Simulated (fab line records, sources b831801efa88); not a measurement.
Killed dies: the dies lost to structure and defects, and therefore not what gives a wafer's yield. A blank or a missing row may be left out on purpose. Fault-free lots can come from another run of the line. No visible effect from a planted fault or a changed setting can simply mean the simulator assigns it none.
Which of the tools did it? | flow gf180mcu | route of 602 steps, sampled at 1 step: 11 lots, 33 wafers

## WHAT EACH GAUGE READ, for each wafer
GF_M1_THK_MEAS_06: measures by xrf.
lot  | measured     | on           | M1_ALCU_THK (nm)
L325 | day 16 03:23 | filmMetro-02 | 454 450 452
L326 | day 16 17:25 | filmMetro-04 | 457 452 452
L327 | day 17 03:02 | filmMetro-04 | 448 445 449
L334 | day 19 15:58 | filmMetro-02 | 455 450 454
L336 | day 20 07:34 | filmMetro-01 | 450 453 457
L338 | day 21 01:04 | filmMetro-02 | 440 447 441
L342 | day 22 12:10 | filmMetro-01 | 458 453 454
L343 | day 22 16:31 | filmMetro-02 | 462 464 458
L345 | day 23 11:40 | filmMetro-02 | 453 445 450
L346 | day 23 17:32 | filmMetro-02 | 456 462 453
L347 | day 24 04:12 | filmMetro-04 | 451 451 451

## EACH LOT AND THE TOOL THAT RAN IT (in order: tool; ch and the chambers of the sampled wafers; start)
The record shows no process step preceding these readings.

## THE ANSWER, worked out from the rows above alone
Rule: the lots themselves supply what counts as usual. Put in order of their means at a reading, lots are off if they are a third of the lots or fewer, leave a main group of 4 or more, and stand apart from it by a gap of 3 or more times the standard deviation of the main group's means; of several such gaps the widest counts. A main group whose means are all the same, to the digits that the tables above print for the reading, isn't used. Also off: a lot with no number at a reading for which 4 or more lots have one. Any other lot the step has rows for is counted as sound.
None of the lots is off at any reading shown; this tells nothing.

## WHAT HAD BEEN PUT IN BY THE SIMULATOR
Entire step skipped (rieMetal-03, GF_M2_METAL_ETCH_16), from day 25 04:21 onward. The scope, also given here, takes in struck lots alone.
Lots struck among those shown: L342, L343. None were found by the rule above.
